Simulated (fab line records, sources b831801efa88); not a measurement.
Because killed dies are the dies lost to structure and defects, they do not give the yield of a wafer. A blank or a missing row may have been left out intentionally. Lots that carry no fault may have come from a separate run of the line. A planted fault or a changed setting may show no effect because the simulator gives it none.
fab line records	flow sky130	part 1 of 2: steps 1 to 25 of 35
record lots=5	wafers=15	lastDay=50
route steps=708 shown METAL1@449 VIA1@458 METAL2@483
lots untouched by any fault: they come from a run of this same line in which no faults occurred
startH: start of the lot's first displayed wafer, in hours after the record's first day	waitH: hours elapsed since this lot's preceding step	" as in the row above	L1.1+2: several wafers, shown together as one row	- either no value or no given start	* or withheld: withheld	< > ~ a bound
route shown NAME@n: NAME is a module with steps in the file, n the number in the route of the first one	usual: mean and standard deviation over wafers with no fault	same: alike in all rows	chamber/n: place in a boat	sites: per-site readings	_std_site: their standard deviation	_edge_site: inner sites' mean taken away from outer sites' mean	radiusMm: for every site, how far away it sits from the centre of the wafer	mask NAME#n: copy n	behind: the last tool/chamber to shape the wafer	hold: why the lot went on hold/how many hours it stayed there/how the hold came to an end	device: names the non-switching transistor (n, p or np)	end of line: the same wafers' tests at the end of the route	a step given without rows: its recipe and nothing more	killed: at the first sort, the dies lost to defects and structure; wafer yield is something else	map: the dies of a wafer, with x for killed, . for not killed, _ for no die there
set.NAME: the setting that was run; set.NAME@STEP: the one run at that earlier step	model.NAME: the simulator's own value behind a step, which no gauge read
lots seen at some steps along the route; tables by step, rows by wafer
services: when a tool's chamber went out of use (startH, in hours from the record's first day, below 0 if earlier), for how many hours, and the reason
## steps
# step SKY_METAL1_CD_MEAS_15
# recipe targetCdNm=140
# usual cdNm=139.9/1.6
lot.wafer	tool	chamber	startH	waitH	cdNm
L075.1	cdSem-01	-	773.11	-	141.6
L075.5	"	-	"	"	140.9
L075.6	"	-	"	"	140.5
L081.1	cdSem-02	-	832.72	-	138.0
L081.2	"	-	"	"	138.9
L081.3	"	-	"	"	138.4
L090.3	cdSem-02	-	894.36	-	141.8
L090.4	"	-	"	"	140.4
L090.5	"	-	"	"	139.4
L093.1	cdSem-01	-	919.47	-	141.8
L093.3	"	-	"	"	140.9
L093.5	"	-	"	"	140.2
L096.2	cdSem-02	-	944.29	-	139.7
L096.4	"	-	"	"	140.8
L096.5	"	-	"	"	140.3
# step SKY_METAL1_OVL_MEAS_16
# usual METAL1_OVL=-1/5
lot.wafer	tool	chamber	startH	waitH	METAL1_OVL[nm]
L075.1	overlay-02	-	773.23	0.1	-4
L075.5	"	-	"	"	-8
L075.6	"	-	"	"	-1
L081.1	overlay-01	-	832.84	0.1	-12
L081.2	"	-	"	"	-10
L081.3	"	-	"	"	-6
L090.3	overlay-01	-	894.45	0.1	-3
L090.4	"	-	"	"	0
L090.5	"	-	"	"	1
L093.1	overlay-02	-	919.59	0.1	5
L093.3	"	-	"	"	7
L093.5	"	-	"	"	2
L096.2	overlay-02	-	944.39	0.1	1
L096.4	"	-	"	"	-7
L096.5	"	-	"	"	-2
# step SKY_METAL1_DESCUM_17
# recipe chemistry=O2	sourcePowerW=150	biasPowerW=0	pressureMtorr=10	tempC=40	timeS=8
# usual drypumpMotorCurrentA=5.79/0.27	oesProductAu=1.004/0.01
# same timeS=8
lot.wafer	tool	chamber	startH	waitH	drypumpMotorCurrentA	oesProductAu	rfHoursCounterH
L075.1	rieMetal-01	1	773.27	0.0	5.86	1.019	8
L075.5	"	0	"	"	5.73	0.998	-
L075.6	"	1	"	"	5.84	1.024	-
L081.1	rieMetal-03	1	832.87	0.0	6.27	0.998	3
L081.2	"	0	"	"	5.49	0.997	12
L081.3	"	1	"	"	6.28	0.987	-
L090.3	rieMetal-02	1	894.48	0.0	5.46	1.002	-
L090.4	"	0	"	"	6.03	1.023	-
L090.5	"	0	"	"	6.05	1.013	-
L093.1	rieMetal-01	1	919.63	0.0	5.86	1.022	13
L093.3	"	1	"	"	5.87	1.016	-
L093.5	"	0	"	"	5.68	1.015	-
L096.2	rieMetal-01	0	944.42	0.0	5.71	1.009	11
L096.4	"	1	"	"	5.86	1.017	-
L096.5	"	1	"	"	5.85	1.025	-
# step SKY_METAL1_ETCH_18
# recipe chemistry=N2/H2	target=BARC	ionEnergyEv=200	biasW=100	pressureMtorr=30	n2FlowSccm=100	h2FlowSccm=200	icpW=500	stopOn=SiO2	timeS=45.9	targetDepthA=600
# usual drypumpMotorCurrentA=5.80/0.27	h2FlowSccm=200.0/0.63	n2FlowSccm=100.03/0.29	oesProductAu=0.854/0.0047	throttleValvePct=13.224/0.0096
# same timeS=45.9
lot.wafer	tool	chamber	startH	waitH	drypumpMotorCurrentA	h2FlowSccm	n2FlowSccm	oesProductAu	rfHoursCounterH	throttleValvePct
L075.1	rieMetal-01	1	773.30	0.0	5.88	199.9	100.00	0.854	8	13.225
L075.5	"	0	"	"	5.73	200.3	100.47	0.846	-	13.223
L075.6	"	1	"	"	5.86	199.7	99.82	0.852	-	13.215
L081.1	rieMetal-03	1	832.90	0.0	6.26	199.5	99.93	0.865	3	13.221
L081.2	"	0	"	"	5.48	198.7	100.27	0.852	12	13.210
L081.3	"	1	"	"	6.28	200.1	99.95	0.848	-	13.223
L090.3	rieMetal-02	1	894.52	0.0	5.49	199.7	100.41	0.852	-	13.214
L090.4	"	0	"	"	6.08	200.4	100.44	0.856	-	13.218
L090.5	"	0	"	"	6.03	200.3	100.35	0.859	-	13.208
L093.1	rieMetal-01	1	919.66	0.0	5.86	199.7	99.87	0.862	13	13.214
L093.3	"	1	"	"	5.87	199.1	99.40	0.853	-	13.239
L093.5	"	0	"	"	5.73	199.7	100.03	0.844	-	13.229
L096.2	rieMetal-01	0	944.45	0.0	5.69	201.6	99.86	0.854	11	13.228
L096.4	"	1	"	"	5.86	200.2	99.54	0.853	-	13.213
L096.5	"	1	"	"	5.87	200.6	99.95	0.863	-	13.213
# step SKY_METAL1_METAL_ETCH_19
# recipe targetDepthA=3600	stopOn=SiO2	overEtchFrac=0.3	timeS=78	chemistry=Cl2/BCl3	resistSidewallDeg=88	pressureMtorr=10	icpW=900	biasW=48.5	Cl2_flow_sccm=60	bcl3FlowSccm=30
# usual drypumpMotorCurrentA=5.79/0.27	oesProductAu=0.854/0.0055	throttleValvePct=22.263/0.0093
# same timeS=78
lot.wafer	tool	chamber	startH	waitH	drypumpMotorCurrentA	oesProductAu	rfHoursCounterH	throttleValvePct
L075.1	rieMetal-01	1	773.37	0.0	5.84	0.854	8	22.253
L075.5	"	0	"	"	5.71	0.856	-	22.252
L075.6	"	1	"	"	5.87	0.850	-	22.272
L081.1	rieMetal-03	1	832.97	0.0	6.29	0.862	3	22.254
L081.2	"	0	"	"	5.46	0.855	12	22.243
L081.3	"	1	"	"	6.30	0.858	-	22.266
L090.3	rieMetal-02	1	894.60	0.1	5.46	0.846	-	22.266
L090.4	"	0	"	"	6.04	0.849	-	22.268
L090.5	"	0	"	"	6.06	0.853	-	22.270
L093.1	rieMetal-01	1	919.72	0.0	5.85	0.844	13	22.251
L093.3	"	1	"	"	5.85	0.861	-	22.263
L093.5	"	0	"	"	5.70	0.861	-	22.252
L096.2	rieMetal-01	0	944.52	0.0	5.70	0.860	11	22.271
L096.4	"	1	"	"	5.86	0.863	-	22.258
L096.5	"	1	"	"	5.86	0.852	-	22.286
# step SKY_METAL1_STRIP_20
# recipe chemistry=O2/N2	powerW=1400	pressureMtorr=1500	platenTempC=withheld	o2FlowSccm=3000	n2FlowSccm=300	overashFraction=0.5
# usual drypumpMotorCurrentA=5.2/0.4	n2FlowSccm=300.0/0.85	oesProductAu=0.342/0.0049	stripTimeToEndpointS=2.68/0.05
lot.wafer	tool	chamber	startH	waitH	drypumpMotorCurrentA	n2FlowSccm	oesProductAu	rfHoursCounterH	stripTimeToEndpointS
L075.1	plasmaAsher-04	0	773.46	0.1	4.9	298.6	0.338	3	2.59
L075.5	"	0	"	"	4.9	299.2	0.344	-	2.65
L075.6	"	1	"	"	5.2	299.2	0.339	-	2.60
L081.1	plasmaAsher-03	1	833.06	0.1	5.2	299.8	0.346	38	2.72
L081.2	"	0	"	"	5.4	299.5	0.344	38	2.68
L081.3	"	0	"	"	5.4	300.3	0.348	-	2.73
L090.3	plasmaAsher-04	0	894.69	0.1	4.9	300.0	0.346	-	2.72
L090.4	"	1	"	"	5.2	299.0	0.336	-	2.66
L090.5	"	1	"	"	5.2	299.7	0.336	-	2.67
L093.1	plasmaAsher-03	0	919.81	0.1	5.4	300.6	0.346	47	2.63
L093.3	"	1	"	"	5.2	300.6	0.337	-	2.59
L093.5	"	1	"	"	5.2	299.1	0.343	-	2.69
L096.2	plasmaAsher-04	1	944.61	0.1	5.2	299.6	0.351	21	2.71
L096.4	"	1	"	"	5.2	299.7	0.335	-	2.64
L096.5	"	0	"	"	4.9	302.2	0.342	-	2.60
# step SKY_METAL1_STRIP_21
# recipe chemistry=postEtchResidueRemover	timeS=1200	tempC=72.5
# usual bathHeatDutyPct=14.5/1.6
# same timeS=1200
lot.wafer	tool	chamber	startH	waitH	bathHeatDutyPct
L075.1	wetBench-02	0	773.56	0.1	14.9
L075.5	"	0	"	"	14.0
L075.6	"	0	"	"	15.4
L081.1	wetBench-02	0	833.16	0.1	15.2
L081.2	"	0	"	"	14.3
L081.3	"	0	"	"	13.7
L090.3	wetBench-02	2	894.76	0.0	15.0
L090.4	"	2	"	"	14.9
L090.5	"	2	"	"	14.4
L093.1	wetBench-01	3	919.91	0.1	15.9
L093.3	"	3	"	"	18.2
L093.5	"	3	"	"	16.3
L096.2	wetBench-01	2	944.71	0.1	15.1
L096.4	"	2	"	"	15.1
L096.5	"	2	"	"	15.3
# step SKY_METAL1_CLEAN_22
# recipe chemistry=IPA	timeS=180	tempC=25
# usual bathHeatDutyPct=6.3/0.71
# same timeS=180
lot.wafer	tool	chamber	startH	waitH	bathHeatDutyPct
L075.1	wetBench-02	2	773.93	0.0	6.5
L075.5	"	2	"	"	6.1
L075.6	"	2	"	"	6.7
L081.1	wetBench-01	3	833.53	0.0	6.5
L081.2	"	3	"	"	7.5
L081.3	"	3	"	"	6.9
L090.3	wetBench-01	2	895.10	0.0	6.3
L090.4	"	2	"	"	7.0
L090.5	"	2	"	"	6.6
L093.1	wetBench-03	1	920.25	0.0	5.3
L093.3	"	1	"	"	5.6
L093.5	"	1	"	"	4.5
L096.2	wetBench-02	3	945.05	0.0	5.3
L096.4	"	3	"	"	6.1
L096.5	"	3	"	"	5.0
# step SKY_METAL1_CLEAN_23
# recipe chemistry=O3/DIW	dry=n2Spin
lot.wafer	tool	chamber	startH	waitH
L075.1+5+6	wetBench-02	0	773.99	0.0
L081.1+2+3	wetBench-02	3	833.66	0.0
L090.3+4+5	wetBench-02	0	895.16	0.0
L093.1+3+5	wetBench-02	0	920.32	0.0
L096.2+4+5	wetBench-01	2	945.11	0.0
# step SKY_VIA1_HDPCVD_00
# recipe material=SiO2	targetThkNm=1030	sigmaOpenFrac=0.3	timeS=171.7	tempC=400	sih4FlowSccm=60	pressureMtorr=6
# same timeS=171.7
lot.wafer	tool	chamber	startH	waitH
L075.1+5+6	hdpcvd-01	0,0,1	774.09	0.0
L081.1+2+3	hdpcvd-01	1,0,2	833.76	0.0
L090.3+4+5	hdpcvd-01	2,1,2	895.25	0.0
L093.1+3+5	hdpcvd-01	2,1,2	920.41	0.0
L096.2+4+5	hdpcvd-02	0,0,1	945.20	0.0
# step SKY_VIA1_THK_MEAS_01
# recipe reads=SiO2_of_VIA1_HDPCVD_00
# usual VIA1_HDPCVD_THK=1036/10
lot.wafer	tool	chamber	startH	waitH	VIA1_HDPCVD_THK[nm]
L075.1	filmMetro-03	-	774.20	0.1	1017
L075.5	"	-	"	"	1032
L075.6	"	-	"	"	1026
L081.1	filmMetro-04	-	833.87	0.1	1021
L081.2	"	-	"	"	1025
L081.3	"	-	"	"	1026
L090.3	filmMetro-02	-	895.39	0.1	1043
L090.4	"	-	"	"	1036
L090.5	"	-	"	"	1048
L093.1	filmMetro-04	-	920.53	0.1	1036
L093.3	"	-	"	"	1033
L093.5	"	-	"	"	1041
L096.2	filmMetro-03	-	945.32	0.1	1026
L096.4	"	-	"	"	1026
L096.5	"	-	"	"	1032
# step SKY_VIA1_CMP_02
# recipe material=SiO2	downForcePsi=4	platenRpm=60	padVelocityMS=0.94248
# usual edgeZonePressureFrac=1.000/0.0054	motorCurrentA=12.3/1.8
lot.wafer	tool	chamber	startH	waitH	edgeZonePressureFrac	motorCurrentA
L075.1	cmp-01	2	774.26	0.1	0.999	11.0
L075.5	"	2	"	"	0.998	10.8
L075.6	"	3	"	"	1.007	14.9
L081.2	cmp-02	2	833.93	0.0	0.998	10.8
L081.1	"	0	"	"	0.990	12.1
L081.3	"	1	"	"	1.002	10.2
L090.4	cmp-01	0	895.43	0.0	0.993	13.6
L090.3	"	3	"	"	1.007	15.9
L090.5	"	1	"	"	1.004	12.1
L093.3	cmp-01	2	920.64	0.1	0.997	10.9
L093.1	"	3	"	"	1.005	14.9
L093.5	"	1	"	"	0.999	12.3
L096.2	cmp-01	2	945.42	0.1	1.003	11.2
L096.4	"	3	"	"	0.999	15.3
L096.5	"	1	"	"	0.992	11.8
# step SKY_VIA1_BOW_MEAS_03
# recipe mode=bow
# usual VIA1_BOW=81/7
lot.wafer	tool	chamber	startH	waitH	VIA1_BOW[um]
L075.1	filmMetro-03	-	774.56	0.2	78
L075.5	"	-	"	"	72
L075.6	"	-	"	"	78
L081.1	filmMetro-02	-	834.23	0.1	76
L081.2	"	-	"	"	90
L081.3	"	-	"	"	92
L090.3	filmMetro-03	-	895.77	0.1	90
L090.4	"	-	"	"	78
L090.5	"	-	"	"	84
L093.1	filmMetro-03	-	920.89	0.1	73
L093.3	"	-	"	"	79
L093.5	"	-	"	"	75
L096.2	filmMetro-04	-	945.69	0.2	82
L096.4	"	-	"	"	72
L096.5	"	-	"	"	81
# step SKY_VIA1_DEHYDRATE_04
# recipe tempC=200	timeS=60
# same timeS=60
lot.wafer	tool	chamber	startH	waitH
L075.1+5+6	lithoTrack-03	0	787.66	13.1
L081.1+2+3	lithoTrack-01	0	847.01	12.8
L090.3+4+5	lithoTrack-04	0	907.97	12.2
L093.1+3+5	lithoTrack-03	0	932.86	12.0
L096.2+4+5	lithoTrack-01	0	957.98	12.3
# step SKY_VIA1_HMDS_05
# recipe primeTimeS=60	primeTempC=120
# usual primeTempC=120.03/0.13
lot.wafer	tool	chamber	startH	waitH	primeTempC
L075.1	lithoTrack-03	0	787.81	0.1	120.06
L075.5	"	0	"	"	120.17
L075.6	"	0	"	"	120.07
L081.1	lithoTrack-01	0	847.16	0.1	119.75
L081.2	"	0	"	"	119.93
L081.3	"	0	"	"	120.00
L090.3	lithoTrack-04	0	908.12	0.1	119.86
L090.4	"	0	"	"	119.86
L090.5	"	0	"	"	120.14
L093.1	lithoTrack-03	0	933.01	0.1	119.89
L093.3	"	0	"	"	120.10
L093.5	"	0	"	"	119.99
L096.2	lithoTrack-01	0	958.13	0.1	120.06
L096.4	"	0	"	"	119.92
L096.5	"	0	"	"	120.20
# step SKY_VIA1_COAT_06
# recipe resist=BARC	tempC=withheld	timeS=withheld	spinRpm=3000	resistThkNm=60
lot.wafer	tool	chamber	startH	waitH
L075.1+5+6	lithoTrack-03	0	787.96	0.1
L081.1+2+3	lithoTrack-01	0	847.31	0.1
L090.3+4+5	lithoTrack-04	0	908.27	0.1
L093.1+3+5	lithoTrack-03	0	933.16	0.1
L096.2+4+5	lithoTrack-01	0	958.28	0.1
# step SKY_VIA1_COAT_07
# recipe resist=KrF-thick	spinRpm=3000	resistThkNm=450
lot.wafer	tool	chamber	startH	waitH
L075.1+5+6	lithoTrack-03	0	-	-
L081.1+2+3	lithoTrack-01	0	-	-
L090.3+4+5	lithoTrack-04	0	-	-
L093.1+3+5	lithoTrack-03	0	-	-
L096.2+4+5	lithoTrack-01	0	-	-
# step SKY_VIA1_SOFTBAKE_08
# recipe tempC=100	timeS=90	resist=KrF-thick
# same timeS=90
lot.wafer	tool	chamber	startH	waitH
L075.1+5+6	lithoTrack-03	0	-	-
L081.1+2+3	lithoTrack-01	0	-	-
L090.3+4+5	lithoTrack-04	0	-	-
L093.1+3+5	lithoTrack-03	0	-	-
L096.2+4+5	lithoTrack-01	0	-	-
# step SKY_VIA1_EXPOSE_09
# recipe maskId=VIM	na=0.8	sourceShape=annular	sigmaInner=0.55	sigmaOuter=0.85	targetCdNm=150	doseMj=38
# usual focusOffsetNm=0.1/0.55
lot.wafer	tool	chamber	startH	waitH	mask	focusOffsetNm
L075.1	krfScanner-01	0	-	-	VIM#0	-1.2
L075.5	"	0	"	"	VIM#0	-0.5
L075.6	"	0	"	"	VIM#0	-0.3
L081.1	krfScanner-02	0	-	-	VIM#0	0.9
L081.2	"	0	"	"	VIM#0	-0.8
L081.3	"	0	"	"	VIM#0	1.2
L090.3	krfScanner-02	0	-	-	VIM#0	0.1
L090.4	"	0	"	"	VIM#0	-0.4
L090.5	"	0	"	"	VIM#0	-0.1
L093.1	krfScanner-01	0	-	-	VIM#0	0.5
L093.3	"	0	"	"	VIM#0	-0.3
L093.5	"	0	"	"	VIM#0	-0.5
L096.2	krfScanner-02	0	-	-	VIM#0	0.7
L096.4	"	0	"	"	VIM#0	-0.2
L096.5	"	0	"	"	VIM#0	0.7
# step SKY_VIA1_PEB_10
# recipe pebTempC=withheld	pebTimeS=withheld	resist=KrF-thick
lot.wafer	tool	chamber	startH	waitH
L075.1+5+6	lithoTrack-04	0	-	-
L081.1+2+3	lithoTrack-01	0	-	-
L090.3+4+5	lithoTrack-04	0	-	-
L093.1+3+5	lithoTrack-03	0	-	-
L096.2+4+5	lithoTrack-01	0	-	-
# step SKY_VIA1_DEVELOP_11
# recipe developTimeS=60	resist=KrF-thick	devTempC=21
lot.wafer	tool	chamber	startH	waitH
L075.1+5+6	lithoTrack-04	0	-	-
L081.1+2+3	lithoTrack-01	0	-	-
L090.3+4+5	lithoTrack-04	0	-	-
L093.1+3+5	lithoTrack-03	0	-	-
L096.2+4+5	lithoTrack-01	0	-	-
# step SKY_VIA1_CD_MEAS_12
# recipe targetCdNm=150
# usual cdNm=150.1/1.7
lot.wafer	tool	chamber	startH	waitH	cdNm
L075.1	cdSem-02	-	801.52	-	150.2
L075.5	"	-	"	"	150.2
L075.6	"	-	"	"	150.3
L081.1	cdSem-02	-	861.36	-	149.0
L081.2	"	-	"	"	150.0
L081.3	"	-	"	"	148.1
L090.3	cdSem-02	-	920.91	-	149.8
L090.4	"	-	"	"	151.3
L090.5	"	-	"	"	149.2
L093.1	cdSem-02	-	945.71	-	150.2
L093.3	"	-	"	"	150.5
L093.5	"	-	"	"	150.9
L096.2	cdSem-02	-	970.48	-	148.1
L096.4	"	-	"	"	147.3
L096.5	"	-	"	"	146.8
# step SKY_VIA1_OVL_MEAS_13
# usual VIA1_OVL=-3/4.6
lot.wafer	tool	chamber	startH	waitH	VIA1_OVL[nm]
L075.1	overlay-02	-	801.64	0.1	-1
L075.5	"	-	"	"	3
L075.6	"	-	"	"	-2
L081.1	overlay-01	-	861.48	0.1	-6
L081.2	"	-	"	"	-10
L081.3	"	-	"	"	-2
L090.3	overlay-02	-	921.00	0.1	-3
L090.4	"	-	"	"	10
L090.5	"	-	"	"	3
L093.1	overlay-01	-	945.83	0.1	-5
L093.3	"	-	"	"	2
L093.5	"	-	"	"	-4
L096.2	overlay-02	-	970.59	0.1	-8
L096.4	"	-	"	"	-5
L096.5	"	-	"	"	-2
# step SKY_VIA1_ETCH_14
# recipe chemistry=N2/H2	target=BARC	ionEnergyEv=200	sourceW=500	biasW=100	pressureMtorr=30	n2FlowSccm=100	h2FlowSccm=200	stopOn=SiO2	timeS=45.9	targetDepthA=600
# usual drypumpMotorCurrentA=5.8/0.44	h2FlowSccm=200.0/0.64	n2FlowSccm=100.0/0.3	oesProductAu=0.854/0.0051	throttleValvePct=13.225/0.01
# same timeS=45.9
lot.wafer	tool	chamber	startH	waitH	drypumpMotorCurrentA	h2FlowSccm	n2FlowSccm	oesProductAu	rfHoursCounterH	throttleValvePct
L075.1	rieDiel-04	1	801.67	0.0	4.9	200.0	100.0	0.850	7	13.226
L075.5	"	2	"	"	5.4	200.6	100.0	0.854	-	13.208
L075.6	"	1	"	"	4.9	199.7	100.1	0.849	-	13.233
L081.1	rieDiel-02	3	861.51	0.0	6.3	199.8	100.2	0.853	8	13.227
L081.2	"	2	"	"	5.7	199.3	99.7	0.853	25	13.228
L081.3	"	0	"	"	6.2	199.1	100.7	0.852	11	13.229
L090.3	rieDiel-02	0	921.02	0.0	6.2	200.8	100.0	0.859	13	13.213
L090.4	"	1	"	"	5.6	199.5	100.4	0.853	22	13.233
L090.5	"	3	"	"	6.3	199.8	100.3	0.845	-	13.226
L093.1	rieDiel-02	0	945.87	0.0	6.2	199.7	99.7	0.856	14	13.215
L093.3	"	3	"	"	6.3	200.5	100.0	0.861	11	13.243
L093.5	"	0	"	"	6.2	199.6	99.7	0.849	-	13.221
L096.2	rieDiel-02	1	970.62	0.0	5.6	200.4	100.6	0.855	23	13.232
L096.4	"	3	"	"	6.3	200.9	100.1	0.863	12	13.229
L096.5	"	2	"	"	5.7	199.9	100.5	0.858	-	13.235
# step SKY_VIA1_ETCH_15
# recipe target=SiO2	chemistry=C4F8/O2/Ar	targetDepthNm=351	stopOn=TiN	maskMaterial=KrF-thick	sourceW=1500	biasW=1200	pressureMtorr=40	c4f8FlowSccm=withheld	O2_flow_sccm=6	Ar_flow_sccm=300	timeS=54
# usual oesProductAu=0.984/0.0063
# same timeS=54
lot.wafer	tool	chamber	startH	waitH	oesProductAu	rfHoursCounterH
L075.1	rieDiel-04	1	801.71	0.0	0.983	7
L075.5	"	2	"	"	0.987	-
L075.6	"	1	"	"	0.986	-
L081.1	rieDiel-02	3	861.56	0.0	0.987	8
L081.2	"	2	"	"	0.974	25
L081.3	"	0	"	"	0.975	11
L090.3	rieDiel-02	0	921.06	0.0	0.990	13
L090.4	"	1	"	"	0.985	22
L090.5	"	3	"	"	0.988	-
L093.1	rieDiel-02	0	945.91	0.0	0.979	14
L093.3	"	3	"	"	0.982	11
L093.5	"	0	"	"	0.985	-
L096.2	rieDiel-02	1	970.66	0.0	0.985	23
L096.4	"	3	"	"	0.984	12
L096.5	"	2	"	"	0.968	-
